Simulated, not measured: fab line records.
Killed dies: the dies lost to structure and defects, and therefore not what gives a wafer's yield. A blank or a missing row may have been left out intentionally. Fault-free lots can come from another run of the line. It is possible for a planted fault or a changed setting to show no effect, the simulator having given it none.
fab line records | flow sky130
record lots=12 | wafers=36 | last_day=50
route steps=708 shown VIA3@586 METAL4@602 CAP2M@605 PAD_OPEN@708
lots with no fault: from the same line, run without faults
start_h: hours from the record's first day to the start of the lot's first wafer shown | wait_h: hours elapsed since this lot's preceding step | " the same as in the row above | L1.1+2: one row covering several wafers at once | - no value present, or no start provided | * or withheld: withheld | < > ~ a bound
route shown NAME@n: a module of which the file shows steps, and the number in the route of the first | usual: mean/standard deviation taken from wafers without a fault | same: alike in all rows | chamber/n: place in a boat | sites: per-site readings | _std_site: standard deviation of those values | _edge_site: inner sites' mean taken away from outer sites' mean | radius_mm: how far each site lies from the wafer's centre | mask NAME#n: copy n | behind: the last tool/chamber to shape the wafer | hold: cause of the lot's hold/its duration in hours/its outcome | device: the n, p or np transistor that did not switch | end of line: the tests these same wafers got at the end of their route | for a step that has no rows: nothing shown but its recipe | killed: count of dies lost to structure and defects at first sort (not the wafer's yield) | map: the dies of a wafer, with x for killed, . for not killed, _ for no die there
set.NAME: the setting that was run; set.NAME@STEP: the one run at that earlier step | model.NAME: the simulator's own value behind a step, which no gauge read
a sample of lots followed through the steps of the route, with each step as a table and each wafer as a row
## steps
# step SKY_VIA3_OVL_MEAS_13
# usual VIA3_OVL=2/5.1
lot.wafer | tool       | chamber | start_h | wait_h | VIA3_OVL[nm]
L392.2    | overlay-02 | -       | 961.58  | 0.1    | -5
L392.3    | "          | -       | "       | "      | -10
L392.5    | "          | -       | "       | "      | -4
L389.3    | overlay-02 | -       | 962.35  | 0.1    | -7
L389.4    | "          | -       | "       | "      | -8
L389.5    | "          | -       | "       | "      | -4
L391.2    | overlay-01 | -       | 963.52  | 0.1    | -1
L391.3    | "          | -       | "       | "      | -4
L391.6    | "          | -       | "       | "      | 2
L393.1    | overlay-02 | -       | 965.04  | 0.1    | 10
L393.3    | "          | -       | "       | "      | 11
L393.5    | "          | -       | "       | "      | 13
L395.1    | overlay-02 | -       | 971.86  | 0.1    | 1
L395.3    | "          | -       | "       | "      | 0
L395.6    | "          | -       | "       | "      | -1
L396.3    | overlay-02 | -       | 979.85  | 0.1    | 5
L396.4    | "          | -       | "       | "      | 2
L396.6    | "          | -       | "       | "      | 6
L399.2    | overlay-02 | -       | 1000.09 | 0.1    | 14
L399.4    | "          | -       | "       | "      | 8
L399.6    | "          | -       | "       | "      | -1
L398.3    | overlay-02 | -       | 1001.25 | 0.1    | 12
L398.4    | "          | -       | "       | "      | 4
L398.6    | "          | -       | "       | "      | 7
L403.1    | overlay-02 | -       | 1040.63 | 0.1    | 1
L403.2    | "          | -       | "       | "      | -7
L403.3    | "          | -       | "       | "      | -2
L407.1    | overlay-02 | -       | 1058.13 | 0.1    | 1
L407.3    | "          | -       | "       | "      | -4
L407.4    | "          | -       | "       | "      | 3
L408.1    | overlay-02 | -       | 1065.66 | 0.1    | -1
L408.3    | "          | -       | "       | "      | 7
L408.6    | "          | -       | "       | "      | -3
L412.1    | overlay-01 | -       | 1092.06 | 0.1    | -1
L412.2    | "          | -       | "       | "      | -1
L412.6    | "          | -       | "       | "      | 0
# step SKY_VIA3_RS_MEAS_22
# recipe thk_meas_gauge=four-point-probe | reads=W_of_VIA3_CVD_21+TiN_of_VIA3_SPUTTER_20
# usual VIA3_W_RS=0.289/0.0034
lot.wafer | tool          | chamber | start_h | wait_h | VIA3_W_RS[ohm/sq]
L392.2    | film_metro-01 | -       | 962.51  | 0.1    | 0.293
L392.3    | "             | -       | "       | "      | 0.289
L392.5    | "             | -       | "       | "      | 0.291
L389.3    | film_metro-01 | -       | 963.35  | 0.1    | 0.286
L389.4    | "             | -       | "       | "      | 0.288
L389.5    | "             | -       | "       | "      | 0.289
L391.2    | film_metro-01 | -       | 964.45  | 0.1    | 0.289
L391.3    | "             | -       | "       | "      | 0.292
L391.6    | "             | -       | "       | "      | 0.288
L393.1    | film_metro-02 | -       | 965.95  | 0.1    | 0.290
L393.3    | "             | -       | "       | "      | 0.293
L393.5    | "             | -       | "       | "      | 0.293
L395.1    | film_metro-04 | -       | 972.78  | 0.1    | 0.286
L395.3    | "             | -       | "       | "      | 0.288
L395.6    | "             | -       | "       | "      | 0.290
L396.3    | film_metro-02 | -       | 980.87  | 0.1    | 0.292
L396.4    | "             | -       | "       | "      | 0.290
L396.6    | "             | -       | "       | "      | 0.289
L399.2    | film_metro-04 | -       | 1001.11 | 0.1    | 0.292
L399.4    | "             | -       | "       | "      | 0.292
L399.6    | "             | -       | "       | "      | 0.292
L398.3    | film_metro-01 | -       | 1002.28 | 0.1    | 0.286
L398.4    | "             | -       | "       | "      | 0.292
L398.6    | "             | -       | "       | "      | 0.286
L403.1    | film_metro-01 | -       | 1041.58 | 0.1    | 0.287
L403.2    | "             | -       | "       | "      | 0.289
L403.3    | "             | -       | "       | "      | 0.293
L407.1    | film_metro-01 | -       | 1059.05 | 0.1    | 0.295
L407.3    | "             | -       | "       | "      | 0.293
L407.4    | "             | -       | "       | "      | 0.287
L408.1    | film_metro-01 | -       | 1066.59 | 0.1    | 0.282
L408.3    | "             | -       | "       | "      | 0.292
L408.6    | "             | -       | "       | "      | 0.293
L412.1    | film_metro-01 | -       | 1092.98 | 0.1    | 0.287
L412.2    | "             | -       | "       | "      | 0.282
L412.6    | "             | -       | "       | "      | 0.285
# step SKY_METAL4_SPUTTER_04
# recipe material=TiN | target_thk_nm=70 | power_w=6500 | time_s=58.3 | chamber_pressure_pa=0.4
# usual cathode_dc_power_W=6500.0/1.1 | chamber_pressure_pa=0.4000/0.00088 | throttle_valve_pct=30.0/0.9
lot.wafer | tool           | chamber | start_h | wait_h | cathode_dc_power_W | chamber_pressure_pa | throttle_valve_pct
L392.2    | pvd_sputter-01 | -       | 963.29  | 0.0    | 6498.4             | 0.3997              | 29.1
L392.3    | "              | -       | "       | "      | 6501.1             | 0.4007              | 29.4
L392.5    | "              | -       | "       | "      | 6498.7             | 0.4018              | 31.7
L389.3    | pvd_sputter-01 | -       | 963.90  | 0.0    | 6500.2             | 0.4009              | 29.4
L389.4    | "              | -       | "       | "      | 6499.1             | 0.3992              | 29.4
L389.5    | "              | -       | "       | "      | 6501.8             | 0.3993              | 29.3
L391.2    | pvd_sputter-04 | -       | 965.01  | 0.0    | 6499.3             | 0.3990              | 30.5
L391.3    | "              | -       | "       | "      | 6500.4             | 0.4000              | 30.1
L391.6    | "              | -       | "       | "      | 6498.4             | 0.4003              | 30.6
L393.1    | pvd_sputter-01 | -       | 966.54  | 0.0    | 6500.5             | 0.3998              | 29.4
L393.3    | "              | -       | "       | "      | 6498.7             | 0.3988              | 31.0
L393.5    | "              | -       | "       | "      | 6502.5             | 0.4000              | 28.6
L395.1    | pvd_sputter-03 | -       | 973.36  | 0.0    | 6499.9             | 0.3991              | 31.6
L395.3    | "              | -       | "       | "      | 6497.2             | 0.4002              | 29.7
L395.6    | "              | -       | "       | "      | 6500.5             | 0.4012              | 30.0
L396.3    | pvd_sputter-04 | -       | 981.41  | 0.0    | 6499.4             | 0.4000              | 30.2
L396.4    | "              | -       | "       | "      | 6501.1             | 0.3998              | 30.9
L396.6    | "              | -       | "       | "      | 6501.3             | 0.4006              | 31.0
L399.2    | pvd_sputter-04 | -       | 1001.68 | 0.0    | 6501.0             | 0.3990              | 30.7
L399.4    | "              | -       | "       | "      | 6498.1             | 0.3998              | 30.2
L399.6    | "              | -       | "       | "      | 6501.6             | 0.3992              | 30.0
L398.3    | pvd_sputter-01 | -       | 1002.83 | 0.0    | 6501.9             | 0.3993              | 29.5
L398.4    | "              | -       | "       | "      | 6499.0             | 0.4011              | 29.2
L398.6    | "              | -       | "       | "      | 6499.7             | 0.3994              | 29.2
L403.1    | pvd_sputter-01 | -       | 1042.17 | 0.0    | 6499.7             | 0.4004              | 29.3
L403.2    | "              | -       | "       | "      | 6499.7             | 0.4003              | 29.3
L403.3    | "              | -       | "       | "      | 6499.1             | 0.4006              | 29.4
L407.1    | pvd_sputter-04 | -       | 1059.64 | 0.0    | 6500.7             | 0.4000              | 31.2
L407.3    | "              | -       | "       | "      | 6500.7             | 0.3999              | 30.2
L407.4    | "              | -       | "       | "      | 6500.1             | 0.3999              | 29.7
L408.1    | pvd_sputter-01 | -       | 1067.18 | 0.0    | 6500.3             | 0.4006              | 29.2
L408.3    | "              | -       | "       | "      | 6499.7             | 0.4013              | 31.0
L408.6    | "              | -       | "       | "      | 6499.2             | 0.4010              | 31.2
L412.1    | pvd_sputter-01 | -       | 1093.57 | 0.0    | 6500.5             | 0.3989              | 29.6
L412.2    | "              | -       | "       | "      | 6499.7             | 0.3999              | 29.1
L412.6    | "              | -       | "       | "      | 6500.9             | 0.4004              | 29.3
# step SKY_CAP2M_SPUTTER_02
# recipe material=TiN | target_thk_nm=200 | temp_c=300 | power_w=6500 | time_s=166.7 | chamber_pressure_pa=0.4
# usual cathode_dc_power_W=6500.0/1.1 | chamber_pressure_pa=0.3999/0.00081 | throttle_valve_pct=30.2/0.92
lot.wafer | tool           | chamber | start_h | wait_h | cathode_dc_power_W | chamber_pressure_pa | throttle_valve_pct
L392.2    | pvd_sputter-02 | -       | 963.43  | 0.0    | 6499.1             | 0.3998              | 28.3
L392.3    | "              | -       | "       | "      | 6500.4             | 0.4004              | 29.6
L392.5    | "              | -       | "       | "      | 6501.8             | 0.3981              | 30.1
L389.3    | pvd_sputter-02 | -       | 964.04  | 0.0    | 6499.1             | 0.4006              | 27.9
L389.4    | "              | -       | "       | "      | 6501.8             | 0.4005              | 29.8
L389.5    | "              | -       | "       | "      | 6500.5             | 0.3994              | 31.1
L391.2    | pvd_sputter-02 | -       | 965.14  | 0.0    | 6500.4             | 0.4004              | 30.0
L391.3    | "              | -       | "       | "      | 6497.4             | 0.3997              | 31.5
L391.6    | "              | -       | "       | "      | 6501.3             | 0.3992              | 29.6
L393.1    | pvd_sputter-02 | -       | 966.68  | 0.1    | 6500.1             | 0.3998              | 29.8
L393.3    | "              | -       | "       | "      | 6500.9             | 0.4000              | 30.8
L393.5    | "              | -       | "       | "      | 6499.6             | 0.3999              | 31.5
L395.1    | pvd_sputter-04 | -       | 973.49  | 0.1    | 6500.6             | 0.3998              | 30.4
L395.3    | "              | -       | "       | "      | 6500.5             | 0.3997              | 30.8
L395.6    | "              | -       | "       | "      | 6501.0             | 0.3992              | 31.1
L396.3    | pvd_sputter-01 | -       | 981.54  | 0.0    | 6498.9             | 0.4002              | 31.0
L396.4    | "              | -       | "       | "      | 6499.4             | 0.3993              | 29.4
L396.6    | "              | -       | "       | "      | 6499.4             | 0.3997              | 31.0
L399.2    | pvd_sputter-02 | -       | 1001.81 | 0.0    | 6498.7             | 0.4010              | 28.3
L399.4    | "              | -       | "       | "      | 6500.6             | 0.4011              | 31.5
L399.6    | "              | -       | "       | "      | 6500.6             | 0.4020              | 28.5
L398.3    | pvd_sputter-04 | -       | 1002.96 | 0.0    | 6499.9             | 0.4305              | 29.5
L398.4    | "              | -       | "       | "      | 6502.7             | 0.4317              | 29.6
L398.6    | "              | -       | "       | "      | 6499.5             | 0.4308              | 29.3
L403.1    | pvd_sputter-04 | -       | 1042.30 | 0.1    | 6499.7             | 0.4304              | 29.3
L403.2    | "              | -       | "       | "      | 6500.3             | 0.4299              | 29.7
L403.3    | "              | -       | "       | "      | 6500.2             | 0.4306              | 28.8
L407.1    | pvd_sputter-02 | -       | 1059.77 | 0.1    | 6501.7             | 0.4000              | 28.5
L407.3    | "              | -       | "       | "      | 6502.2             | 0.3996              | 29.5
L407.4    | "              | -       | "       | "      | 6499.7             | 0.3997              | 31.0
L408.1    | pvd_sputter-02 | -       | 1067.31 | 0.1    | 6499.5             | 0.4000              | 28.1
L408.3    | "              | -       | "       | "      | 6500.8             | 0.3990              | 30.8
L408.6    | "              | -       | "       | "      | 6500.7             | 0.4002              | 29.9
L412.1    | pvd_sputter-04 | -       | 1093.70 | 0.1    | 6501.6             | 0.3995              | 30.3
L412.2    | "              | -       | "       | "      | 6500.8             | 0.4000              | 29.8
L412.6    | "              | -       | "       | "      | 6501.2             | 0.3983              | 30.3
# step SKY_PAD_OPEN_PROBE_99
# usual defect_limited_yield=82.4/1.9 | killed_at_M0_to_M3=45/7.5 | killed_at_M4_up=2.8/1.9 | killed_at_contacts=25/5.5 | killed_at_front_end=14/4 | killed_at_other=0.3/0.75 | killed_dies=87/9.4 | killed_open=47/6.6 | killed_short=39/6.6 | sort_bin_3_pad_short=0.9/0.39 | sort_bin_5_function=10.4/1.5 | sort_bin_6_memory=6.3/1.2 | sort_n_pass=405/9.4 | sort_yield_pct=82.4/1.9
# same gross_dies=492 | killed_at_back_side=0 | sort_bin_4_leakage[%]=0 | sort_bin_8_speed[%]=0
lot.wafer | tool      | chamber | start_h | wait_h | defect_limited_yield[%] | killed_at_M0_to_M3 | killed_at_M4_up | killed_at_contacts | killed_at_front_end | killed_at_other | killed_dies | killed_open | killed_short | sort_bin_3_pad_short[%] | sort_bin_5_function[%] | sort_bin_6_memory[%] | sort_n_pass | sort_yield_pct[%]
L403.1    | prober-01 | -       | 1171.23 | 0.1    | 83.1                    | 35                 | 1               | 28                 | 19                  | 0               | 83          | 51          | 32           | 1.2                     | 8.9                    | 6.7                  | 409         | 83.1
L403.2    | prober-01 | -       | 1171.28 | 0.1    | 79.1                    | 55                 | 5               | 31                 | 12                  | 0               | 103         | 64          | 39           | 0.8                     | 13.8                   | 6.3                  | 389         | 79.1
L403.3    | prober-01 | -       | 1171.33 | 0.2    | 80.9                    | 51                 | 2               | 29                 | 12                  | 0               | 94          | 47          | 47           | 1.0                     | 10.4                   | 7.7                  | 398         | 80.9
L412.1    | prober-02 | -       | 1207.51 | 0.1    | 80.3                    | 56                 | 6               | 24                 | 11                  | 0               | 97          | 49          | 48           | 1.2                     | 12.2                   | 6.3                  | 395         | 80.3
L412.2    | prober-02 | -       | 1207.56 | 0.1    | 83.7                    | 35                 | 2               | 25                 | 17                  | 1               | 80          | 39          | 41           | 1.2                     | 10.0                   | 5.1                  | 412         | 83.7
L412.6    | prober-02 | -       | 1207.76 | 0.2    | 78.9                    | 51                 | 4               | 33                 | 16                  | 0               | 104         | 51          | 53           | 1.0                     | 13.4                   | 6.7                  | 388         | 78.9
# killed by level:class
L403.1 LI_CONTACT:geometric_particle:open=8 FIELD_ISO:geometric_particle:open=7 CONTACT:geometric_particle:open=7 VIA1:geometric_particle:open=6 VIA2:geometric_particle:open=5 LOCAL_INTERCONNECT:geometric_particle:short=5 CONTACT:geometric_particle:short=4 METAL1:geometric_particle:short=4
L403.2 VIA1:geometric_particle:open=12 CONTACT:geometric_particle:open=12 VIA2:geometric_particle:open=10 VIA1:geometric_particle:short=9 LI_CONTACT:geometric_particle:open=6 POLY_GATE:geometric_particle:open=4 LOCAL_INTERCONNECT:geometric_particle:short=4 CONTACT:geometric_particle:short=4
L403.3 VIA1:geometric_particle:open=11 LI_CONTACT:geometric_particle:open=8 CONTACT:geometric_particle:short=8 METAL1:geometric_particle:short=8 VIA1:geometric_particle:short=8 METAL2:geometric_particle:short=8 CONTACT:geometric_particle:open=7 LOCAL_INTERCONNECT:geometric_particle:short=5
L412.1 VIA1:geometric_particle:open=10 VIA2:geometric_particle:open=10 VIA1:geometric_particle:short=8 METAL2:geometric_particle:short=7 CONTACT:geometric_particle:open=6 VIA3:geometric_particle:open=6 LI_CONTACT:geometric_particle:open=5 METAL1:geometric_particle:short=4
L412.2 CONTACT:geometric_particle:open=8 FIELD_ISO:geometric_particle:open=7 LI_CONTACT:geometric_particle:open=6 LOCAL_INTERCONNECT:geometric_particle:short=6 METAL2:geometric_particle:short=6 METAL1:geometric_particle:short=5 CONTACT:geometric_particle:short=4 VIA1:geometric_particle:open=4
L412.6 LI_CONTACT:geometric_particle:open=14 METAL2:geometric_particle:short=13 CONTACT:geometric_particle:open=10 VIA1:geometric_particle:open=9 VIA3:geometric_particle:open=6 VIA1:geometric_particle:short=5 POLY_GATE:geometric_particle:short=5 LI_CONTACT:geometric_particle:short=5
## key
first_sign step=SKY_CAP2M_SPUTTER_02 | reading=chamber_pressure_pa | direction=up | sigmas=38 | usual=0.3999 | struck=0.4306
effect none on later readings
met_at SKY_CAP2M_SPUTTER_02
struck_lots L398,L403
not_acting_at SKY_VIA3_OVL_MEAS_13,SKY_VIA3_RS_MEAS_22,SKY_METAL4_SPUTTER_04
onset_between 973.49 1002.96
fault kind=process_parameter_drift | tool=pvd_sputter-04 | chamber=- | onset_h=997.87 | steps=SKY_CAP2M_SPUTTER_02 | channel=chamber_pressure_pa | offset=0.030756 | shape=step | end_h=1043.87 | acts_in=these_recipes_only | stated=0.4
